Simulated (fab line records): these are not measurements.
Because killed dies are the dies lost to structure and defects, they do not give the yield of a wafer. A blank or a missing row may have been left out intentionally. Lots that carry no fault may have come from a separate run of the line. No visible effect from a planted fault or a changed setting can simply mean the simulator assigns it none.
fab line records | flow sky130
record: lots: 13 wafers: 39 last-day: 50
route steps=708 shown LDD_HVN@275 LDD_HVP@285 LDD_LDN@296 SD_P@328 PAD_OPEN@708
lots untouched by any fault: they come from a run of this same line in which no faults occurred
start-h: the number of hours between the record's first day and the start of the first shown wafer of the lot | wait-h: hours from the lot's prior step to this one | " unchanged from the row above | L1.1+2: a row that stands for several wafers | - no value, or no start given | * or withheld: withheld | < > ~ a bound
route shown NAME@n: NAME is a module with steps in the file, n the number in the route of the first one | usual: mean/standard deviation taken from wafers without a fault | same: alike in all rows | chamber/n: place in a boat | sites: readings site by site | _std_site: standard deviation of those values | _edge_site: mean of outer sites minus mean of inner sites | radius-mm: for every site, how far away it sits from the centre of the wafer | mask NAME#n: copy n | behind: the most recent tool/chamber to have shaped the wafer | hold: what put the lot on hold/how long, in hours/how the hold closed | device: the n, p or np transistor that did not switch | end of line: at the end of the route, the tests of the same wafers | step lacking rows: just its recipe | killed: not the wafer's yield, but the dies lost to structure and defects at the first sort | map: per-die view of a wafer (x killed, . not killed, _ where there is no die)
set.NAME: the setting as run; set.NAME@STEP: as run at that earlier step | model.NAME: the simulator's own value behind a step, which no gauge read
one table for each step of the route and one row for each wafer, over a sample of lots
services: the hour from which a tool's chamber was out of use, counted from the record's first day as start-h (under 0 if before that day), plus the number of hours and why
== steps ==
step: SKY_LDD_HVN_IMPLANT_08
recipe: species: P energy-kev: 60 dose-cm2: 3e+13 tilt-deg: 40
usual: dose-ions-cm2: 3e+13/3.8e+10 faraday-current-uA: 170/3.4
same: implant-ion-amu: 31
columns lot.wafer tool chamber start-h wait-h dose-ions-cm2 faraday-current-uA
L199.1 implanter-02 0 498.84 0.0 2.996e+13 173
L199.4 " 0 " " 2.997e+13 177
L199.6 " 0 " " 2.998e+13 172
L201.2 implanter-01 0 499.23 0.0 3e+13 168
L201.3 " 0 " " 3.003e+13 164
L201.5 " 0 " " 3.001e+13 169
L203.1 implanter-01 0 517.43 0.0 3e+13 170
L203.2 " 0 " " 3.004e+13 176
L203.3 " 0 " " 3.006e+13 170
L205.2 implanter-02 0 533.93 0.0 3.003e+13 171
L205.3 " 0 " " 2.998e+13 170
L205.6 " 0 " " 3.011e+13 166
L206.2 implanter-02 0 538.08 0.0 2.996e+13 166
L206.3 " 0 " " 3.005e+13 170
L206.6 " 0 " " 2.998e+13 171
L210.1 implanter-01 0 567.58 0.0 4.58e+13 254
L210.2 " 0 " " 4.582e+13 257
L210.4 " 0 " " 4.583e+13 263
L211.3 implanter-03 0 577.78 0.1 3e+13 174
L211.5 " 0 " " 2.996e+13 171
L211.6 " 0 " " 2.996e+13 172
L212.1 implanter-01 0 582.30 0.0 4.576e+13 255
L212.2 " 0 " " 4.579e+13 262
L212.4 " 0 " " 4.577e+13 259
L214.1 implanter-03 0 594.43 0.0 3.001e+13 172
L214.4 " 0 " " 2.997e+13 171
L214.5 " 0 " " 3.002e+13 169
L219.1 implanter-03 0 640.60 0.0 3e+13 162
L219.2 " 0 " " 3e+13 164
L219.4 " 0 " " 2.999e+13 175
L220.2 implanter-03 0 654.40 0.0 3.004e+13 168
L220.3 " 0 " " 3e+13 170
L220.4 " 0 " " 3.002e+13 172
L222.2 implanter-01 0 656.04 0.1 2.994e+13 174
L222.5 " 0 " " 2.996e+13 168
L222.6 " 0 " " 2.995e+13 169
L221.2 implanter-02 0 658.50 0.0 2.998e+13 167
L221.4 " 0 " " 3.004e+13 166
L221.6 " 0 " " 3.001e+13 169
step: SKY_LDD_HVN_TW_MEAS_10
usual: LDD_HVN_TW: 1443/17
columns lot.wafer tool chamber start-h wait-h LDD_HVN_TW
L199.1 film-metro-03 - 499.09 0.1 1440
L199.4 " - " " 1445
L199.6 " - " " 1434
L201.2 film-metro-01 - 499.46 0.1 1417
L201.3 " - " " 1417
L201.5 " - " " 1429
L203.1 film-metro-04 - 517.68 0.1 1457
L203.2 " - " " 1455
L203.3 " - " " 1458
L205.2 film-metro-04 - 534.16 0.1 1462
L205.3 " - " " 1459
L205.6 " - " " 1458
L206.2 film-metro-04 - 538.31 0.1 1455
L206.3 " - " " 1465
L206.6 " - " " 1463
L210.1 film-metro-01 - 567.83 0.1 1632
L210.2 " - " " 1639
L210.4 " - " " 1639
L211.3 film-metro-01 - 578.00 0.1 1414
L211.5 " - " " 1424
L211.6 " - " " 1415
L212.1 film-metro-04 - 582.55 0.1 1680
L212.2 " - " " 1668
L212.4 " - " " 1681
L214.1 film-metro-01 - 594.68 0.1 1411
L214.4 " - " " 1414
L214.5 " - " " 1411
L219.1 film-metro-03 - 640.85 0.1 1462
L219.2 " - " " 1462
L219.4 " - " " 1454
L220.2 film-metro-01 - 654.64 0.1 1419
L220.3 " - " " 1422
L220.4 " - " " 1421
L222.2 film-metro-01 - 656.28 0.1 1426
L222.5 " - " " 1418
L222.6 " - " " 1416
L221.2 film-metro-03 - 658.74 0.1 1453
L221.4 " - " " 1453
L221.6 " - " " 1448
step: SKY_LDD_HVP_OVL_MEAS_07
usual: LDD_HVP_OVL: -0.6/1.3
columns lot.wafer tool chamber start-h wait-h LDD_HVP_OVL[nm]
L199.1 overlay-02 - 530.35 0.1 -0.8
L199.4 " - " " 0.7
L199.6 " - " " 1.6
L201.2 overlay-01 - 530.66 0.1 -0.5
L201.3 " - " " -2.1
L201.5 " - " " -1.4
L203.1 overlay-02 - 548.15 0.1 1.7
L203.2 " - " " -0.5
L203.3 " - " " 0.8
L205.2 overlay-02 - 563.89 0.1 0.6
L205.3 " - " " 1.2
L205.6 " - " " 1.6
L206.2 overlay-01 - 567.85 0.1 -1.2
L206.3 " - " " -2.1
L206.6 " - " " -2.5
L210.1 overlay-01 - 597.00 0.1 -3.0
L210.2 " - " " -0.9
L210.4 " - " " -3.2
L211.3 overlay-01 - 607.41 0.1 -2.7
L211.5 " - " " 0.6
L211.6 " - " " -1.4
L212.1 overlay-02 - 611.83 0.1 -1.4
L212.2 " - " " 0.1
L212.4 " - " " -2.4
L214.1 overlay-02 - 623.83 0.1 1.1
L214.4 " - " " 1.7
L214.5 " - " " 0.1
L219.1 overlay-01 - 668.90 0.1 -2.9
L219.2 " - " " 0.4
L219.4 " - " " 0.9
L220.2 overlay-01 - 683.01 0.1 -1.6
L220.3 " - " " -3.9
L220.4 " - " " -0.5
L222.2 overlay-01 - 685.21 0.1 0.5
L222.5 " - " " -0.5
L222.6 " - " " -1.7
L221.2 overlay-02 - 687.14 0.1 1.0
L221.4 " - " " -0.5
L221.6 " - " " 0.7
step: SKY_LDD_LDN_OVL_MEAS_07
usual: LDD_LDN_OVL: 0.2/1.6
columns lot.wafer tool chamber start-h wait-h LDD_LDN_OVL[nm]
L199.1 overlay-02 - 560.89 0.1 0.0
L199.4 " - " " 0.5
L199.6 " - " " 0.6
L201.2 overlay-02 - 561.22 0.1 1.3
L201.3 " - " " 0.8
L201.5 " - " " -0.7
L203.1 overlay-02 - 577.64 0.1 -1.7
L203.2 " - " " -1.5
L203.3 " - " " -0.9
L205.2 overlay-01 - 593.49 0.1 0.4
L205.3 " - " " 0.5
L205.6 " - " " 1.9
L206.2 overlay-02 - 597.02 0.1 -1.4
L206.3 " - " " 0.1
L206.6 " - " " 0.0
L210.1 overlay-01 - 626.19 0.1 0.6
L210.2 " - " " 1.0
L210.4 " - " " 1.5
L211.3 overlay-01 - 636.70 0.1 1.5
L211.5 " - " " 0.4
L211.6 " - " " 0.5
L212.1 overlay-01 - 641.13 0.1 -2.2
L212.2 " - " " -3.7
L212.4 " - " " -1.0
L214.1 overlay-02 - 652.78 0.1 2.7
L214.4 " - " " 1.9
L214.5 " - " " 3.3
L219.1 overlay-01 - 697.01 0.1 -2.3
L219.2 " - " " -1.7
L219.4 " - " " -2.5
L220.2 overlay-02 - 711.13 0.1 1.5
L220.3 " - " " 1.3
L220.4 " - " " 0.2
L222.2 overlay-02 - 713.57 0.1 -0.2
L222.5 " - " " -1.2
L222.6 " - " " -1.8
L221.2 overlay-02 - 715.94 0.1 3.7
L221.4 " - " " 3.0
L221.6 " - " " 4.5
step: SKY_SD_P_OVL_MEAS_08
usual: SD_P_OVL: -0.3/1.3
columns lot.wafer tool chamber start-h wait-h SD_P_OVL[nm]
L199.1 overlay-01 - 623.51 0.1 -1.6
L199.4 " - " " 0.0
L199.6 " - " " 0.6
L201.2 overlay-02 - 623.63 0.1 -0.8
L201.3 " - " " 0.4
L201.5 " - " " -1.5
L203.1 overlay-02 - 638.72 0.1 0.4
L203.2 " - " " -0.5
L203.3 " - " " 0.6
L205.2 overlay-02 - 655.89 0.1 -0.8
L205.3 " - " " -0.2
L205.6 " - " " -1.5
L206.2 overlay-01 - 658.88 0.1 -0.8
L206.3 " - " " 0.0
L206.6 " - " " -0.1
L210.1 overlay-01 - 686.27 0.1 0.9
L210.2 " - " " -0.4
L210.4 " - " " -1.1
L211.3 overlay-01 - 694.25 0.1 -0.3
L211.5 " - " " -2.5
L211.6 " - " " -1.4
L212.1 overlay-01 - 699.62 0.1 0.1
L212.2 " - " " -0.3
L212.4 " - " " -1.6
L214.1 overlay-02 - 712.37 0.1 -1.6
L214.4 " - " " -0.7
L214.5 " - " " -1.2
L219.1 overlay-02 - 757.43 0.1 2.3
L219.2 " - " " 1.9
L219.4 " - " " 0.5
L220.2 overlay-01 - 767.89 0.1 -1.1
L220.3 " - " " -0.5
L220.4 " - " " -2.4
L222.2 overlay-02 - 771.14 0.1 1.7
L222.5 " - " " 1.6
L222.6 " - " " -0.3
L221.2 overlay-02 - 773.62 0.1 -2.4
L221.4 " - " " -0.9
L221.6 " - " " 1.1
step: SKY_PAD_OPEN_PROBE_99
usual: killed_at_M0_to_M3: 44/6.6 killed_at_M4_up: 3.0/1.9 killed-at-contacts: 24/5.1 killed-at-front-end: 16/4.6 killed-at-other: 0.3/0.59 killed-dies: 88/9.5 killed-open: 48/6.7 killed-short: 40/6.1
same: gross-dies: 492 killed-at-back-side: 0
columns lot.wafer tool chamber start-h wait-h killed_at_M0_to_M3 killed_at_M4_up killed-at-contacts killed-at-front-end killed-at-other killed-dies killed-open killed-short
L210.1 prober-02 - 1153.25 0.1 48 2 32 16 0 98 62 36
L210.2 prober-02 - 1153.30 0.1 45 7 24 16 0 92 54 38
L210.4 prober-02 - 1153.40 0.2 43 4 25 13 0 85 47 38
L212.1 prober-02 - 1158.35 0.1 39 0 24 9 0 72 41 31
L212.2 prober-02 - 1158.40 0.1 40 1 29 15 0 85 51 34
L212.4 prober-02 - 1158.50 0.2 49 3 18 21 0 91 53 38
killed by level:class
L210.1 VIA1:geometric-particle:open=14 CONTACT:geometric-particle:open=13 METAL1:geometric-particle:short=8 VIA3:geometric-particle:open=8 LI_CONTACT:geometric-particle:open=6 LOCAL_INTERCONNECT:geometric-particle:short=6 CONTACT:geometric-particle:short=5 METAL2:geometric-particle:short=5
L210.2 VIA1:geometric-particle:open=13 CONTACT:geometric-particle:open=9 CONTACT:geometric-particle:short=6 VIA2:geometric-particle:open=6 VIA3:geometric-particle:open=6 VIA1:geometric-particle:short=5 METAL4:geometric-particle:open=5 FIELD_ISO:geometric-particle:short=4
L210.4 VIA1:geometric-particle:open=14 CONTACT:geometric-particle:open=10 VIA3:geometric-particle:open=8 CONTACT:geometric-particle:short=7 POLY_GATE:geometric-particle:short=5 LI_CONTACT:geometric-particle:open=5 METAL1:geometric-particle:short=5 METAL2:geometric-particle:short=5
L212.1 CONTACT:geometric-particle:open=9 VIA1:geometric-particle:open=9 LI_CONTACT:geometric-particle:open=6 VIA2:geometric-particle:open=6 METAL1:geometric-particle:short=5 CONTACT:geometric-particle:short=5 POLY_GATE:geometric-particle:open=4 LOCAL_INTERCONNECT:geometric-particle:short=4
L212.2 CONTACT:geometric-particle:open=15 VIA1:geometric-particle:open=14 LI_CONTACT:geometric-particle:open=6 METAL2:geometric-particle:short=6 FIELD_ISO:geometric-particle:short=5 VIA3:geometric-particle:short=5 FIELD_ISO:geometric-particle:open=4 LOCAL_INTERCONNECT:geometric-particle:short=4
L212.4 VIA1:geometric-particle:open=17 VIA2:geometric-particle:open=8 POLY_GATE:geometric-particle:short=7 LI_CONTACT:geometric-particle:open=6 VIA1:geometric-particle:short=6 POLY_GATE:geometric-particle:open=5 CONTACT:geometric-particle:open=5 VIA3:geometric-particle:open=5
== services ==
columns tool chamber start-h hours kind
implanter-03 - 485.28 4.1 repair
implanter-01 - 508.69 2.4 repair
implanter-03 - 524.65 20.8 pm
implanter-02 - 550.95 106.0 repair
implanter-01 - 555.45 2.2 repair
== key ==
first-sign: step: SKY_LDD_HVN_IMPLANT_08 reading: dose-ions-cm2 direction: up sigmas: 99+ usual: * struck: *
effect: step: SKY_LDD_HVN_IMPLANT_08 reading: faraday-current-uA direction: up sigmas: 26 usual: 170 struck: 258
effect: step: SKY_LDD_HVN_TW_MEAS_10 reading: LDD_HVN_TW direction: up sigmas: 13 usual: 1443 struck: 1656
met-at SKY_LDD_HVN_IMPLANT_08
struck-lots L210,L212
tester-left-out L210,L212
not-acting-at SKY_LDD_HVP_OVL_MEAS_07,SKY_LDD_LDN_OVL_MEAS_07,SKY_SD_P_OVL_MEAS_08
onset-between 517.43 567.58
fault: kind: process-parameter-drift tool: implanter-01 chamber: - onset-h: 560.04 steps: SKY_LDD_HVN_IMPLANT_08 channel: dose-cm2 offset: * shape: step end-h: 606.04 acts-in: * stated: *
tester-left-out: of these lots the tester's yield and bins aren't shown, on N5 and GAA mostly nor the transistor test; their killed dies are dies lost to structure and defects alone, not to doping, threshold or leakage, so they don't give the yield
